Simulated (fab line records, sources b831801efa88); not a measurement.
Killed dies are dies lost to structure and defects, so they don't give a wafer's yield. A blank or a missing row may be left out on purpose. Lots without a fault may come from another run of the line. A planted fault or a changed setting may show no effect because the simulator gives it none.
fab line records | flow sky130
record lots=7 wafers=21 last_day=50
route steps=708 shown METAL5@680 PASSIVATION@681
lots that met no fault: from a run of the same line without faults
start_h: hours from the record's first day to the start of the lot's first wafer shown | wait_h: hours since the lot's step before | " the same as in the row above | L1.1+2: a row that stands for several wafers | - no value, or no start given | * or withheld: withheld | < > ~ a bound
route shown NAME@n: a module of which the file shows steps, and the number in the route of the first | usual: mean/standard deviation of fault-free wafers | same: alike in all rows | chamber/n: place in a boat | sites: the reading at each site | _std_site: their standard deviation | _edge_site: outer sites' mean less inner sites' | radius_mm: how far each site lies from the wafer's centre | mask NAME#n: copy n | behind: the tool/chamber that last shaped the wafer | hold: why the lot was held/for how many hours/how that ended | device: the transistor (n, p or np) that didn't switch | end of line: the same wafers' tests at the end of the route | a step without rows: its recipe alone | killed: dies lost to structure and defects at the first sort, not the wafer's yield | map: a wafer's dies, x killed, . not, _ none there
set.NAME: the setting as run; set.NAME@STEP: as run at that earlier step | model.NAME: the simulator's own value behind a step, which no gauge read
lots at some steps of the route; a table a step, a row a wafer
services: from which hour (start_h, from the record's first day; less than 0 if before it) a tool's chamber was out of use, for how many hours, and why
## steps
# step SKY_METAL5_CLEAN_19
# recipe chemistry=O3/DIW dry=n2_spin
# step SKY_PASSIVATION_CVD_00
# recipe material=SiO2 target_thk_nm=90 temp_c=400 time_s=withheld rf_w=600
# usual heater_power_w=715/130
# columns lot.wafer tool chamber start_h wait_h heater_power_w
L571.2 pecvd-02 1 1049.20 0.0 967
L571.3 " 1 " " 966
L571.6 " 0 " " 857
L572.3 pecvd-02 1 1066.51 0.0 880
L572.5 " 0 " " 792
L572.6 " 1 " " 853
L580.3 pecvd-01 1 1107.57 0.0 628
L580.4 " 0 " " 732
L580.5 " 1 " " 616
L581.2 pecvd-01 0 1113.20 0.0 677
L581.4 " 1 " " 671
L581.5 " 2 " " 747
L582.1 pecvd-04 0 1118.95 0.0 481
L582.2 " 2 " " 542
L582.5 " 2 " " 539
L587.3 pecvd-04 0 1145.46 0.0 434
L587.4 " 2 " " 622
L587.5 " 1 " " 755
L590.1 pecvd-04 0 1161.70 0.0 540
L590.5 " 2 " " 557
L590.6 " 1 " " 907
# step SKY_PASSIVATION_THK_MEAS_01
# recipe reads=SiO2_of_PASSIVATION_CVD_00
# usual PASSIVATION_CVD_00_THK=90.1/1.4
# columns lot.wafer tool chamber start_h wait_h PASSIVATION_CVD_00_THK[nm]
L571.2 film_metro-02 - 1049.24 - 88.9
L571.3 " - " " 89.0
L571.6 " - " " 87.9
L572.3 film_metro-04 - 1066.55 - 91.2
L572.5 " - " " 90.0
L572.6 " - " " 89.8
L580.3 film_metro-04 - 1107.61 - 92.3
L580.4 " - " " 90.5
L580.5 " - " " 92.7
L581.2 film_metro-02 - 1113.23 - 87.7
L581.4 " - " " 93.4
L581.5 " - " " 91.8
L582.1 film_metro-02 - 1118.97 - 88.7
L582.2 " - " " 89.9
L582.5 " - " " 90.5
L587.3 film_metro-04 - 1145.50 - 89.7
L587.4 " - " " 91.7
L587.5 " - " " 91.6
L590.1 film_metro-01 - 1161.72 - 88.7
L590.5 " - " " 89.1
L590.6 " - " " 91.0
# step SKY_PASSIVATION_CVD_02
# recipe material=Si3N4 target_thk_nm=540 temp_c=400 time_s=withheld rf_w=450
# usual heater_power_w=730/140
# columns lot.wafer tool chamber start_h wait_h heater_power_w
L571.2 pecvd-01 1 1049.29 0.0 724
L571.3 " 2 " " 662
L571.6 " 0 " " 771
L572.3 pecvd-04 1 1066.59 0.0 874
L572.5 " 1 " " 895
L572.6 " 2 " " 656
L580.3 pecvd-04 1 1107.65 0.0 889
L580.4 " 1 " " 920
L580.5 " 2 " " 661
L581.2 pecvd-04 2 1113.28 0.0 605
L581.4 " 2 " " 654
L581.5 " 1 " " 934
L582.1 pecvd-02 1 1119.03 0.1 976
L582.2 " 0 " " 875
L582.5 " 2 " " 842
L587.3 pecvd-01 1 1145.54 0.0 610
L587.4 " 0 " " 747
L587.5 " 2 " " 687
L590.1 pecvd-01 2 1161.78 0.1 756
L590.5 " 2 " " 795
L590.6 " 0 " " 706
# step SKY_PASSIVATION_THK_MEAS_03
# recipe reads=Si3N4_of_PASSIVATION_CVD_02
# usual PASSIVATION_CVD_02_THK=535/7.8
# columns lot.wafer tool chamber start_h wait_h PASSIVATION_CVD_02_THK[nm]
L571.2 film_metro-04 - 1049.52 - 526
L571.3 " - " " 520
L571.6 " - " " 533
L572.3 film_metro-01 - 1066.90 - 537
L572.5 " - " " 551
L572.6 " - " " 546
L580.3 film_metro-02 - 1107.89 - 532
L580.4 " - " " 543
L580.5 " - " " 539
L581.2 film_metro-02 - 1113.51 - 533
L581.4 " - " " 544
L581.5 " - " " 539
L582.1 film_metro-02 - 1119.25 - 520
L582.2 " - " " 535
L582.5 " - " " 537
L587.3 film_metro-02 - 1145.79 - 537
L587.4 " - " " 538
L587.5 " - " " 542
L590.1 film_metro-02 - 1162.01 - 538
L590.5 " - " " 544
L590.6 " - " " 547
# step SKY_PASSIVATION_DEHYDRATE_04
# recipe temp_c=200 time_s=60
# step SKY_PASSIVATION_HMDS_05
# recipe prime_time_s=60 prime_temp_c=120
# step SKY_PASSIVATION_COAT_06
# recipe spin_rpm=2000 resist_thk_nm=3000
# step SKY_PASSIVATION_SOFTBAKE_07
# recipe temp_c=110 time_s=withheld
# step SKY_PASSIVATION_EXPOSE_08
# recipe mask_id=NSM target_cd_nm=3000 na=0.57 dose_mj=260
# step SKY_PASSIVATION_PEB_09
# recipe temp_c=115 time_s=withheld
# step SKY_PASSIVATION_DEVELOP_10
# recipe develop_time_s=60 dev_temp_c=22
# step SKY_PASSIVATION_ETCH_11
# recipe chemistry=CF4/O2 target_depth_nm=725 stop_on=AlCu source_w=800 bias_w=150 pressure_mtorr=150 cf4_flow_sccm=80 O2_flow_sccm=10 time_s=161.1
# usual O2_flow_sccm=10.00/0.032 bias_w=150.1/0.52 cf4_flow_sccm=80.00/0.23 drypump_motor_current_A=5.8/0.46 oes_product_au=0.975/0.008 throttle_valve_pct=5.965/0.0094
# columns lot.wafer tool chamber start_h wait_h O2_flow_sccm bias_w cf4_flow_sccm drypump_motor_current_A oes_product_au rf_hours_counter_h throttle_valve_pct model.coat_of_PASSIVATION_COAT_06.thk_nm
L571.2 rie_diel-04 3 1070.83 - 10.05 149.3 80.03 5.8 0.974 11 5.972 2534
L571.3 " 0 " " 9.99 150.8 79.85 6.3 0.968 22 5.979 2530
L571.6 " 3 " " 10.02 148.7 79.93 5.8 0.972 - 5.970 2536
L572.3 rie_diel-01 3 1086.64 - 10.01 149.6 80.15 5.4 0.974 11 5.962 2507
L572.5 " 3 " " 10.01 150.0 80.06 5.4 0.989 - 5.963 2518
L572.6 " 2 " " 10.00 151.2 80.64 5.8 0.973 - 5.966 2536
L580.3 rie_diel-01 1 1127.39 - - - - - - - - 2990
L580.4 " 3 " " - - - - - - - 2991
L580.5 " 2 " " - - - - - - - 2989
L581.2 rie_diel-01 0 1132.49 - - - - - - - - 3007
L581.4 " 1 " " - - - - - - - 3007
L581.5 " 0 " " - - - - - - - 2995
L582.1 rie_diel-04 2 1138.83 - - - - - - - - 3003
L582.2 " 1 " " - - - - - - - 3008
L582.5 " 1 " " - - - - - - - 3010
L587.3 rie_diel-04 0 1162.84 - 10.05 149.6 79.74 6.3 0.979 25 5.978 2513
L587.4 " 2 " " 9.94 149.4 79.92 6.5 0.979 22 5.963 2505
L587.5 " 1 " " 10.00 149.2 79.85 6.2 0.985 - 5.960 2492
L590.1 rie_diel-02 1 1177.99 - 10.07 150.4 80.03 5.9 0.972 3 5.960 2483
L590.5 " 3 " " 10.01 150.8 80.18 5.5 0.982 - 5.953 2500
L590.6 " 2 " " 9.99 149.9 79.83 5.5 0.989 - 5.964 2515
# step SKY_PASSIVATION_STRIP_12
# recipe chemistry=O2/N2 power_w=1400 pressure_mtorr=1500 platen_temp_c=withheld overash_fraction=0.7 o2_flow_sccm=3000 n2_flow_sccm=300
# usual drypump_motor_current_A=5.6/0.58 oes_product_au=0.661/0.0049 strip_time_to_endpoint_s=31.47/0.17
# columns lot.wafer tool chamber start_h wait_h drypump_motor_current_A oes_product_au rf_hours_counter_h strip_time_to_endpoint_s
L571.2 plasma_asher-04 1 1070.94 0.1 4.7 0.657 29 31.73
L571.3 " 1 " " 4.7 0.651 - 31.68
L571.6 " 1 " " 4.7 0.659 - 31.77
L572.3 plasma_asher-03 1 1086.77 0.1 5.5 0.665 - 31.41
L572.5 " 1 " " 5.5 0.664 - 31.54
L572.6 " 0 " " 5.8 0.669 - 31.74
L580.3 plasma_asher-03 1 1127.53 0.1 5.5 0.668 - 36.84
L580.4 " 0 " " 5.8 0.658 - 36.86
L580.5 " 1 " " 5.4 0.667 - 36.84
L581.2 plasma_asher-02 1 1132.59 0.1 5.9 0.667 7 37.04
L581.4 " 1 " " 5.9 0.665 - 37.05
L581.5 " 0 " " 5.1 0.668 - 36.91
L582.1 plasma_asher-04 1 1138.94 0.1 4.7 0.665 36 36.99
L582.2 " 0 " " 6.7 0.663 36 37.06
L582.5 " 0 " " 6.7 0.666 - 37.08
L587.3 plasma_asher-04 1 1162.98 0.1 4.7 0.664 - 31.48
L587.4 " 0 " " 6.7 0.666 - 31.38
L587.5 " 0 " " 6.6 0.658 - 31.22
L590.1 plasma_asher-02 1 1178.09 0.1 5.9 0.660 11 31.11
L590.5 " 0 " " 5.1 0.669 - 31.30
L590.6 " 1 " " 5.9 0.668 - 31.50
## services
# columns tool chamber start_h hours kind
rie_diel-04 3 1027.92 6.6 repair
pecvd-02 2 1037.19 - clean
pecvd-02 2 1037.19 29.5 scheduled_down
pecvd-02 2 1037.19 29.5 vent_cycle
pecvd-01 2 1046.05 2.1 scheduled_down
plasma_asher-02 - 1055.25 9.0 pm
plasma_asher-02 0 1055.25 9.0 vent_cycle
plasma_asher-02 1 1055.25 9.0 vent_cycle
plasma_asher-02 0 1064.25 - clean
plasma_asher-02 1 1064.25 - clean
pecvd-02 1 1066.69 5.5 scheduled_down
pecvd-02 1 1072.15 2.1 scheduled_down
pecvd-02 2 1075.43 2.1 scheduled_down
rie_diel-02 1 1080.51 - clean
rie_diel-02 1 1080.51 25.2 scheduled_down
rie_diel-02 1 1080.51 25.2 vent_cycle
rie_diel-01 - 1081.69 0.7 repair
pecvd-01 2 1114.27 16.5 scheduled_down
rie_diel-04 0 1131.22 8.2 repair
pecvd-04 2 1139.95 2.1 scheduled_down
rie_diel-01 - 1176.12 0.7 repair
## key
first_sign step=SKY_PASSIVATION_ETCH_11 reading=tool_record direction=missing
effect step=SKY_PASSIVATION_STRIP_12 reading=strip_time_to_endpoint_s direction=up sigmas=33 usual=* struck=*
model_effect step=SKY_PASSIVATION_ETCH_11 value=coat_of_PASSIVATION_COAT_06.thk_nm without=2514 struck=3000
met_at SKY_PASSIVATION_ETCH_11
struck_wafers L580.3,L580.4,L580.5,L581.2,L581.4,L581.5,L582.1,L582.2,L582.5
later_rows_left_out L580.3,L580.4,L580.5,L581.2,L581.4,L581.5,L582.1,L582.2,L582.5
sort_left_out L580.3,L580.4,L580.5,L581.2,L581.4,L581.5,L582.1,L582.2,L582.5
onset_between 1086.64 1127.39
fault kind=skipped_step_whole tool=rie_diel-01,rie_diel-04 chamber=- onset_h=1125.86 steps=SKY_PASSIVATION_ETCH_11 scope=struck_lots_only
# sort_left_out: the simulated sort isn't trusted on such a fault, so these wafers' sort isn't shown, and their yield isn't known
# later_rows_left_out: the simulator's readings of these wafers behind a module that went badly wrong aren't trusted and aren't shown, but for the sort
